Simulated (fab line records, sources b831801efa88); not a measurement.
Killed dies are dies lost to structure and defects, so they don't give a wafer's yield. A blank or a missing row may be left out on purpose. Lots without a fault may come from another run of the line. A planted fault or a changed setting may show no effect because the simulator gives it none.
Chamber matching | flow sfq_line | SFQ_TRILAYER_I7_CMP_CMP_184 on cmp-02: 4 sister chambers
The step polishes SiO2. 8 wafers are shown with their chamber, then 7 later ones without.

WAFERS WITH THEIR CHAMBER
wafer  | chamber | motor_current_A (A) | time_to_endpoint_s (s)
L762.2 | 2       | 8.7                 | 199
L764.1 | 2       | 9.2                 | 223
L764.6 | 3       | 8.2                 | 230
L765.2 | 1       | 9.8                 | 210
L765.4 | 0       | 9.1                 | 222
L765.6 | 0       | 9.0                 | 226
L767.3 | 3       | 8.8                 | 213
L767.5 | 1       | 9.1                 | 224

WAFERS WITHOUT THEIR CHAMBER
wafer  | motor_current_A (A) | time_to_endpoint_s (s)
L767.6 | 9.1                 | 216
L768.1 | 8.6                 | 215
L768.3 | 9.0                 | 217
L768.4 | 9.5                 | 227
L772.1 | 8.9                 | 209
L772.5 | 9.7                 | 222
L772.6 | 8.6                 | 222

WHICH CHAMBER EACH WENT THROUGH
wafer  | from the rows above               | in truth
L767.6 | can't be placed: 2 or 0 or 1 or 3 | 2
L768.1 | can't be placed: 3 or 2 or 0 or 1 | 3
L768.3 | can't be placed: 2 or 0 or 1 or 3 | 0
L768.4 | can't be placed: 1 or 0 or 2 or 3 | 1
L772.1 | can't be placed: 2 or 0 or 3 or 1 | 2
L772.5 | can't be placed: 1 or 0 or 2      | 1
L772.6 | can't be placed: 3 or 0 or 2      | 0
Placed correctly: 0 of 7. Can't be placed from these rows: 7 (the true chamber is among the candidates in 7). Placed wrongly: 0.
How it was worked out, from the rows above alone: a wafer's distance from a chamber is the root of the sum, over the readings, of the square of ((its reading less the chamber's mean) divided by the reading's scatter). The wafer belongs to the nearest chamber; if the next one is less than 2 further off, it can't be placed. A chamber's mean is the mean of its shown wafers. The scatter: the root of (the sum of the squares of (reading less its chamber's mean) over the shown wafers, divided by (wafers less chambers)).
